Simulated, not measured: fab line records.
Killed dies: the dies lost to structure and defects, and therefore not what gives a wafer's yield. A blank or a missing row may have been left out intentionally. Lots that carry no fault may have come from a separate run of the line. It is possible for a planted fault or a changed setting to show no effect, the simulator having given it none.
fab line records || flow sky130
record: {"lots": 5, "wafers": 15, "last-day": 50}
route steps=708 shown RES_XHIGH@334 SD_N@342 PAD_OPEN@708
lots that met no fault: taken from a fault-free run of the same line
start-h: start of the lot's first displayed wafer, in hours after the record's first day || wait-h: how many hours have passed since the lot's step before this one || " unchanged from the row above || L1.1+2: one row covering several wafers at once || - no value, or no start was given || * or withheld: withheld || < > ~ a bound
route shown NAME@n: NAME is a module with steps in the file, n the number in the route of the first one || usual: average and standard deviation across the fault-free wafers || same: alike in all rows || chamber/n: place in a boat || sites: readings site by site || _std_site: standard deviation across them || _edge_site: outer sites' mean less inner sites' || radius-mm: how far each site lies from the wafer's centre || mask NAME#n: copy n || behind: the most recent tool/chamber to have shaped the wafer || hold: reason for holding the lot/hours on hold/outcome of the hold || device: transistor that didn't switch, given as n, p or np || end of line: tests of these same wafers at the route's end || where a step has no rows: the recipe by itself || killed: dies lost to structure and defects at the first sort, not the wafer's yield || map: per-die view of a wafer (x killed, . not killed, _ where there is no die)
set.NAME: the setting the step ran with; set.NAME@STEP: the setting that earlier step ran with || model.NAME: the simulator's own value behind a step, which no gauge read
certain route steps with their lots: each step a table, each wafer a row
services: a tool's chamber out of use, with start hour (start-h, from the record's first day; less than 0 if before it), hours out, and reason
== steps ==
step: SKY_RES_XHIGH_COAT_02
recipe: {"resist": "NOVOLAK", "spin-rpm": 3000, "resist-thk-nm": 1140}
step: SKY_RES_XHIGH_SOFTBAKE_03
recipe: {"temp-c": 90, "time-s": 60, "resist": "NOVOLAK"}
step: SKY_RES_XHIGH_EXPOSE_04
recipe: {"mask-id": "URPM", "na": 0.6, "source-shape": "conventional", "sigma-outer": 0.6, "polarization": "unpolarized", "target-cd-nm": 1270, "dose-mj": 140}
step: SKY_RES_XHIGH_PEB_05
recipe: {"temp-c": "withheld", "time-s": "*", "resist": "NOVOLAK"}
step: SKY_RES_XHIGH_DEVELOP_06
recipe: {"resist": "NOVOLAK", "developer": "TMAH", "develop-time-s": 60, "dev-temp-c": 23}
step: SKY_RES_XHIGH_IMPLANT_07
recipe: {"species": "BF2", "energy-kev": 20, "dose-cm2": 3.6e+14, "tilt-deg": 0}
step: SKY_RES_XHIGH_STRIP_08
recipe: {"chemistry": "O2/N2", "power-w": 1400, "pressure-mtorr": 1500, "platen-temp-c": "withheld", "o2-flow-sccm": 3000, "n2-flow-sccm": 300, "overash-fraction": 0.5}
usual: {"drypump-motor-current-A": "5.3/0.32", "oes-product-au": "0.711/0.0045", "strip-time-to-endpoint-s": "14.27/0.045"}
{"lot.wafer": "L934.1", "tool": "plasma-asher-03", "chamber": 0, "start-h": 644.36, "wait-h": 0.1, "drypump-motor-current-A": 5.2, "oes-product-au": 0.718, "rf-hours-counter-h": 21, "strip-time-to-endpoint-s": 14.25}
{"lot.wafer": "L934.2", "tool": "plasma-asher-03", "chamber": 1, "start-h": 644.36, "wait-h": 0.1, "drypump-motor-current-A": 5.2, "oes-product-au": 0.713, "rf-hours-counter-h": 21, "strip-time-to-endpoint-s": 14.26}
{"lot.wafer": "L934.6", "tool": "plasma-asher-03", "chamber": 0, "start-h": 644.36, "wait-h": 0.1, "drypump-motor-current-A": 5.2, "oes-product-au": 0.712, "rf-hours-counter-h": "-", "strip-time-to-endpoint-s": 14.25}
{"lot.wafer": "L943.1", "tool": "plasma-asher-03", "chamber": 0, "start-h": 736.34, "wait-h": 0.1, "drypump-motor-current-A": 5.2, "oes-product-au": 0.711, "rf-hours-counter-h": 30, "strip-time-to-endpoint-s": 14.27}
{"lot.wafer": "L943.2", "tool": "plasma-asher-03", "chamber": 1, "start-h": 736.34, "wait-h": 0.1, "drypump-motor-current-A": 5.3, "oes-product-au": 0.708, "rf-hours-counter-h": 30, "strip-time-to-endpoint-s": 14.33}
{"lot.wafer": "L943.4", "tool": "plasma-asher-03", "chamber": 0, "start-h": 736.34, "wait-h": 0.1, "drypump-motor-current-A": 5.2, "oes-product-au": 0.707, "rf-hours-counter-h": "-", "strip-time-to-endpoint-s": 14.26}
{"lot.wafer": "L944.2", "tool": "plasma-asher-04", "chamber": 0, "start-h": 741.75, "wait-h": 0.1, "drypump-motor-current-A": 5.6, "oes-product-au": 0.714, "rf-hours-counter-h": 61, "strip-time-to-endpoint-s": 14.27}
{"lot.wafer": "L944.5", "tool": "plasma-asher-04", "chamber": 0, "start-h": 741.75, "wait-h": 0.1, "drypump-motor-current-A": 5.6, "oes-product-au": 0.709, "rf-hours-counter-h": "-", "strip-time-to-endpoint-s": 14.29}
{"lot.wafer": "L944.6", "tool": "plasma-asher-04", "chamber": 1, "start-h": 741.75, "wait-h": 0.1, "drypump-motor-current-A": 5.3, "oes-product-au": 0.710, "rf-hours-counter-h": "-", "strip-time-to-endpoint-s": 14.29}
{"lot.wafer": "L950.1", "tool": "plasma-asher-04", "chamber": 1, "start-h": 779.75, "wait-h": 0.1, "drypump-motor-current-A": 5.3, "oes-product-au": 0.710, "rf-hours-counter-h": 64, "strip-time-to-endpoint-s": 14.26}
{"lot.wafer": "L950.4", "tool": "plasma-asher-04", "chamber": 0, "start-h": 779.75, "wait-h": 0.1, "drypump-motor-current-A": 5.5, "oes-product-au": 0.716, "rf-hours-counter-h": "-", "strip-time-to-endpoint-s": 14.28}
{"lot.wafer": "L950.6", "tool": "plasma-asher-04", "chamber": 0, "start-h": 779.75, "wait-h": 0.1, "drypump-motor-current-A": 5.5, "oes-product-au": 0.704, "rf-hours-counter-h": "-", "strip-time-to-endpoint-s": 14.36}
{"lot.wafer": "L952.2", "tool": "plasma-asher-03", "chamber": 1, "start-h": 798.85, "wait-h": 0.1, "drypump-motor-current-A": 5.2, "oes-product-au": 0.708, "rf-hours-counter-h": 36, "strip-time-to-endpoint-s": 14.19}
{"lot.wafer": "L952.5", "tool": "plasma-asher-03", "chamber": 0, "start-h": 798.85, "wait-h": 0.1, "drypump-motor-current-A": 5.2, "oes-product-au": 0.708, "rf-hours-counter-h": "-", "strip-time-to-endpoint-s": 14.17}
{"lot.wafer": "L952.6", "tool": "plasma-asher-03", "chamber": 1, "start-h": 798.85, "wait-h": 0.1, "drypump-motor-current-A": 5.2, "oes-product-au": 0.710, "rf-hours-counter-h": "-", "strip-time-to-endpoint-s": 14.22}
step: SKY_RES_XHIGH_TW_MEAS_09
usual: {"RES_XHIGH_TW": "1645/9.4"}
{"lot.wafer": "L934.1", "tool": "film-metro-02", "chamber": "-", "start-h": 644.46, "wait-h": 0.1, "RES_XHIGH_TW": 1655}
{"lot.wafer": "L934.2", "tool": "film-metro-02", "chamber": "-", "start-h": 644.46, "wait-h": 0.1, "RES_XHIGH_TW": 1660}
{"lot.wafer": "L934.6", "tool": "film-metro-02", "chamber": "-", "start-h": 644.46, "wait-h": 0.1, "RES_XHIGH_TW": 1651}
{"lot.wafer": "L943.1", "tool": "film-metro-02", "chamber": "-", "start-h": 736.44, "wait-h": 0.1, "RES_XHIGH_TW": 1649}
{"lot.wafer": "L943.2", "tool": "film-metro-02", "chamber": "-", "start-h": 736.44, "wait-h": 0.1, "RES_XHIGH_TW": 1659}
{"lot.wafer": "L943.4", "tool": "film-metro-02", "chamber": "-", "start-h": 736.44, "wait-h": 0.1, "RES_XHIGH_TW": 1662}
{"lot.wafer": "L944.2", "tool": "film-metro-02", "chamber": "-", "start-h": 741.86, "wait-h": 0.1, "RES_XHIGH_TW": 1655}
{"lot.wafer": "L944.5", "tool": "film-metro-02", "chamber": "-", "start-h": 741.86, "wait-h": 0.1, "RES_XHIGH_TW": 1649}
{"lot.wafer": "L944.6", "tool": "film-metro-02", "chamber": "-", "start-h": 741.86, "wait-h": 0.1, "RES_XHIGH_TW": 1657}
{"lot.wafer": "L950.1", "tool": "film-metro-02", "chamber": "-", "start-h": 779.85, "wait-h": 0.1, "RES_XHIGH_TW": 1643}
{"lot.wafer": "L950.4", "tool": "film-metro-02", "chamber": "-", "start-h": 779.85, "wait-h": 0.1, "RES_XHIGH_TW": 1647}
{"lot.wafer": "L950.6", "tool": "film-metro-02", "chamber": "-", "start-h": 779.85, "wait-h": 0.1, "RES_XHIGH_TW": 1649}
{"lot.wafer": "L952.2", "tool": "film-metro-03", "chamber": "-", "start-h": 798.96, "wait-h": 0.1, "RES_XHIGH_TW": 1644}
{"lot.wafer": "L952.5", "tool": "film-metro-03", "chamber": "-", "start-h": 798.96, "wait-h": 0.1, "RES_XHIGH_TW": 1647}
{"lot.wafer": "L952.6", "tool": "film-metro-03", "chamber": "-", "start-h": 798.96, "wait-h": 0.1, "RES_XHIGH_TW": 1640}
step: SKY_SD_N_DEHYDRATE_00
recipe: {"temp-c": 200, "time-s": 60}
step: SKY_SD_N_HMDS_01
recipe: {"prime-time-s": 60, "prime-temp-c": 120}
step: SKY_SD_N_COAT_02
recipe: {"resist": "NOVOLAK", "spin-rpm": 3000, "resist-thk-nm": 1140}
step: SKY_SD_N_SOFTBAKE_03
recipe: {"temp-c": 90, "time-s": 60, "resist": "NOVOLAK"}
step: SKY_SD_N_EXPOSE_04
recipe: {"mask-id": "NSDM", "na": 0.6, "source-shape": "conventional", "sigma-outer": 0.6, "polarization": "unpolarized", "target-cd-nm": 380, "dose-mj": 141}
{"lot.wafer": "L934.1+2+6", "tool": "iline-stepper-02", "chamber": 0, "start-h": 659.52, "wait-h": "-", "mask": "NSDM#0"}
{"lot.wafer": "L943.1+2+4", "tool": "iline-stepper-01", "chamber": 0, "start-h": 751.01, "wait-h": "-", "mask": "NSDM_R1#0"}
{"lot.wafer": "L944.2+5+6", "tool": "iline-stepper-02", "chamber": 0, "start-h": 755.79, "wait-h": "-", "mask": "NSDM#0"}
{"lot.wafer": "L950.1+4+6", "tool": "iline-stepper-02", "chamber": 0, "start-h": 792.64, "wait-h": "-", "mask": "NSDM#0"}
{"lot.wafer": "L952.2+5+6", "tool": "iline-stepper-01", "chamber": 0, "start-h": 811.69, "wait-h": "-", "mask": "NSDM#0"}
step: SKY_SD_N_PEB_05
recipe: {"temp-c": "withheld", "time-s": "*", "resist": "NOVOLAK"}
step: SKY_SD_N_DEVELOP_06
recipe: {"resist": "NOVOLAK", "developer": "TMAH", "develop-time-s": 60, "dev-temp-c": 23}
step: SKY_SD_N_CD_MEAS_07
recipe: {"target-cd-nm": 380}
usual: {"cd-nm": "380.9/2.5"}
{"lot.wafer": "L934.1", "tool": "cd-sem-02", "chamber": "-", "start-h": 673.29, "wait-h": 0.1, "cd-nm": 383.2}
{"lot.wafer": "L934.2", "tool": "cd-sem-02", "chamber": "-", "start-h": 673.29, "wait-h": 0.1, "cd-nm": 383.3}
{"lot.wafer": "L934.6", "tool": "cd-sem-02", "chamber": "-", "start-h": 673.29, "wait-h": 0.1, "cd-nm": 379.7}
{"lot.wafer": "L943.1", "tool": "cd-sem-02", "chamber": "-", "start-h": 764.23, "wait-h": 0.1, "cd-nm": 335.9}
{"lot.wafer": "L943.2", "tool": "cd-sem-02", "chamber": "-", "start-h": 764.23, "wait-h": 0.1, "cd-nm": 334.7}
{"lot.wafer": "L943.4", "tool": "cd-sem-02", "chamber": "-", "start-h": 764.23, "wait-h": 0.1, "cd-nm": 335.5}
{"lot.wafer": "L944.2", "tool": "cd-sem-02", "chamber": "-", "start-h": 769.42, "wait-h": 0.1, "cd-nm": 382.4}
{"lot.wafer": "L944.5", "tool": "cd-sem-02", "chamber": "-", "start-h": 769.42, "wait-h": 0.1, "cd-nm": 379.9}
{"lot.wafer": "L944.6", "tool": "cd-sem-02", "chamber": "-", "start-h": 769.42, "wait-h": 0.1, "cd-nm": 379.6}
{"lot.wafer": "L950.1", "tool": "cd-sem-02", "chamber": "-", "start-h": 805.43, "wait-h": 0.1, "cd-nm": 378.3}
{"lot.wafer": "L950.4", "tool": "cd-sem-02", "chamber": "-", "start-h": 805.43, "wait-h": 0.1, "cd-nm": 376.8}
{"lot.wafer": "L950.6", "tool": "cd-sem-02", "chamber": "-", "start-h": 805.43, "wait-h": 0.1, "cd-nm": 376.9}
{"lot.wafer": "L952.2", "tool": "cd-sem-02", "chamber": "-", "start-h": 824.51, "wait-h": 0.1, "cd-nm": 384.8}
{"lot.wafer": "L952.5", "tool": "cd-sem-02", "chamber": "-", "start-h": 824.51, "wait-h": 0.1, "cd-nm": 382.8}
{"lot.wafer": "L952.6", "tool": "cd-sem-02", "chamber": "-", "start-h": 824.51, "wait-h": 0.1, "cd-nm": 382.8}
step: SKY_SD_N_OVL_MEAS_08
usual: {"SD_N_OVL": "0.9/1.3"}
{"lot.wafer": "L934.1", "tool": "overlay-01", "chamber": "-", "start-h": 673.41, "wait-h": 0.1, "SD_N_OVL[nm]": 2.9}
{"lot.wafer": "L934.2", "tool": "overlay-01", "chamber": "-", "start-h": 673.41, "wait-h": 0.1, "SD_N_OVL[nm]": 1.6}
{"lot.wafer": "L934.6", "tool": "overlay-01", "chamber": "-", "start-h": 673.41, "wait-h": 0.1, "SD_N_OVL[nm]": 1.4}
{"lot.wafer": "L943.1", "tool": "overlay-02", "chamber": "-", "start-h": 764.35, "wait-h": 0.1, "SD_N_OVL[nm]": -0.4}
{"lot.wafer": "L943.2", "tool": "overlay-02", "chamber": "-", "start-h": 764.35, "wait-h": 0.1, "SD_N_OVL[nm]": 2.5}
{"lot.wafer": "L943.4", "tool": "overlay-02", "chamber": "-", "start-h": 764.35, "wait-h": 0.1, "SD_N_OVL[nm]": 0.7}
{"lot.wafer": "L944.2", "tool": "overlay-02", "chamber": "-", "start-h": 769.53, "wait-h": 0.1, "SD_N_OVL[nm]": -0.1}
{"lot.wafer": "L944.5", "tool": "overlay-02", "chamber": "-", "start-h": 769.53, "wait-h": 0.1, "SD_N_OVL[nm]": 0.1}
{"lot.wafer": "L944.6", "tool": "overlay-02", "chamber": "-", "start-h": 769.53, "wait-h": 0.1, "SD_N_OVL[nm]": -0.6}
{"lot.wafer": "L950.1", "tool": "overlay-02", "chamber": "-", "start-h": 805.55, "wait-h": 0.1, "SD_N_OVL[nm]": 0.6}
{"lot.wafer": "L950.4", "tool": "overlay-02", "chamber": "-", "start-h": 805.55, "wait-h": 0.1, "SD_N_OVL[nm]": -0.2}
{"lot.wafer": "L950.6", "tool": "overlay-02", "chamber": "-", "start-h": 805.55, "wait-h": 0.1, "SD_N_OVL[nm]": -1.0}
{"lot.wafer": "L952.2", "tool": "overlay-01", "chamber": "-", "start-h": 824.62, "wait-h": 0.1, "SD_N_OVL[nm]": 0.5}
{"lot.wafer": "L952.5", "tool": "overlay-01", "chamber": "-", "start-h": 824.62, "wait-h": 0.1, "SD_N_OVL[nm]": -0.8}
{"lot.wafer": "L952.6", "tool": "overlay-01", "chamber": "-", "start-h": 824.62, "wait-h": 0.1, "SD_N_OVL[nm]": 0.4}
step: SKY_PAD_OPEN_PROBE_99
usual: {"killed_at_M0_to_M3": "43/7.2", "killed_at_M4_up": "3.1/1.8", "killed-at-contacts": "24/5.4", "killed-at-front-end": "15/4.4", "killed-at-other": "0.4/0.56", "killed-dies": "86/9.3", "killed-open": "47/6.9", "killed-short": "39/6.6"}
same: {"gross-dies": 492, "killed-at-back-side": 0}
{"lot.wafer": "L934.1", "tool": "prober-01", "chamber": "-", "start-h": 1095.32, "wait-h": 0.1, "killed_at_M0_to_M3": 33, "killed_at_M4_up": 3, "killed-at-contacts": 30, "killed-at-front-end": 19, "killed-at-other": 0, "killed-dies": 85, "killed-open": 54, "killed-short": 31}
{"lot.wafer": "L934.2", "tool": "prober-01", "chamber": "-", "start-h": 1095.37, "wait-h": 0.1, "killed_at_M0_to_M3": 35, "killed_at_M4_up": 7, "killed-at-contacts": 31, "killed-at-front-end": 19, "killed-at-other": 0, "killed-dies": 92, "killed-open": 46, "killed-short": 46}
{"lot.wafer": "L934.6", "tool": "prober-01", "chamber": "-", "start-h": 1095.57, "wait-h": 0.2, "killed_at_M0_to_M3": 48, "killed_at_M4_up": 3, "killed-at-contacts": 32, "killed-at-front-end": 19, "killed-at-other": 0, "killed-dies": 102, "killed-open": 54, "killed-short": 48}
killed by level:class
L934.1 VIA1:geometric-particle:open=13 CONTACT:geometric-particle:open=11 FIELD_ISO:geometric-particle:open=7 LI_CONTACT:geometric-particle:open=7 CONTACT:geometric-particle:short=6 LOCAL_INTERCONNECT:geometric-particle:short=5 VIA3:geometric-particle:open=4 VIA2:geometric-particle:open=4
L934.2 VIA1:geometric-particle:open=11 POLY_GATE:geometric-particle:open=8 LOCAL_INTERCONNECT:geometric-particle:short=8 CONTACT:geometric-particle:short=7 LI_CONTACT:geometric-particle:open=7 CONTACT:geometric-particle:open=5 VIA1:geometric-particle:short=5 METAL4:geometric-particle:short=5
L934.6 LI_CONTACT:geometric-particle:open=10 VIA1:geometric-particle:open=10 CONTACT:geometric-particle:open=10 VIA2:geometric-particle:open=8 METAL1:geometric-particle:short=7 LOCAL_INTERCONNECT:geometric-particle:short=6 POLY_GATE:geometric-particle:short=5 POLY_GATE:geometric-particle:open=5
== services ==
{"tool": "plasma-asher-04", "chamber": "-", "start-h": 630.79, "hours": 3.5, "kind": "repair"}
{"tool": "iline-stepper-01", "chamber": "-", "start-h": 642.12, "hours": 1.7, "kind": "pm"}
{"tool": "plasma-asher-04", "chamber": "-", "start-h": 653.67, "hours": 2.8, "kind": "pm"}
{"tool": "plasma-asher-03", "chamber": "-", "start-h": 658.47, "hours": 0.7, "kind": "repair"}
{"tool": "iline-stepper-01", "chamber": 0, "start-h": 683.09, "hours": "-", "kind": "calibration"}
{"tool": "iline-stepper-02", "chamber": "-", "start-h": 720.52, "hours": 1.7, "kind": "pm"}
{"tool": "plasma-asher-04", "chamber": "-", "start-h": 765.68, "hours": 0.6, "kind": "repair"}
{"tool": "plasma-asher-04", "chamber": "-", "start-h": 794.08, "hours": 4.6, "kind": "pm"}
{"tool": "iline-stepper-02", "chamber": "-", "start-h": 798.96, "hours": 2.1, "kind": "pm"}
{"tool": "iline-stepper-02", "chamber": "-", "start-h": 801.04, "hours": "-", "kind": "consumable-replace:lamp"}
{"tool": "plasma-asher-03", "chamber": "-", "start-h": 801.77, "hours": 1.6, "kind": "repair"}
== key ==
first-sign: {"step": "SKY_SD_N_EXPOSE_04", "reading": "mask", "direction": "changed"}
effect: {"step": "SKY_SD_N_CD_MEAS_07", "reading": "cd-nm", "direction": "down", "sigmas": 19, "usual": 380.9, "struck": 335.4}
met-at SKY_SD_N_EXPOSE_04
struck-wafers L943.1,L943.2,L943.4
tester-left-out L943
fault: {"kind": "wrong-mask", "tool": "any", "chamber": "-", "onset-h": 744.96, "steps": "SKY_SD_N_EXPOSE_04", "aux-copy": "NSDM_R1#0", "cd-offset-nm": -46, "scope": "struck-lots-only"}
tester-left-out: of these lots the tester's yield and bins aren't shown, on N5 and GAA mostly nor the transistor test; their killed dies are dies lost to structure and defects alone, not to doping, threshold or leakage, so they don't give the yield
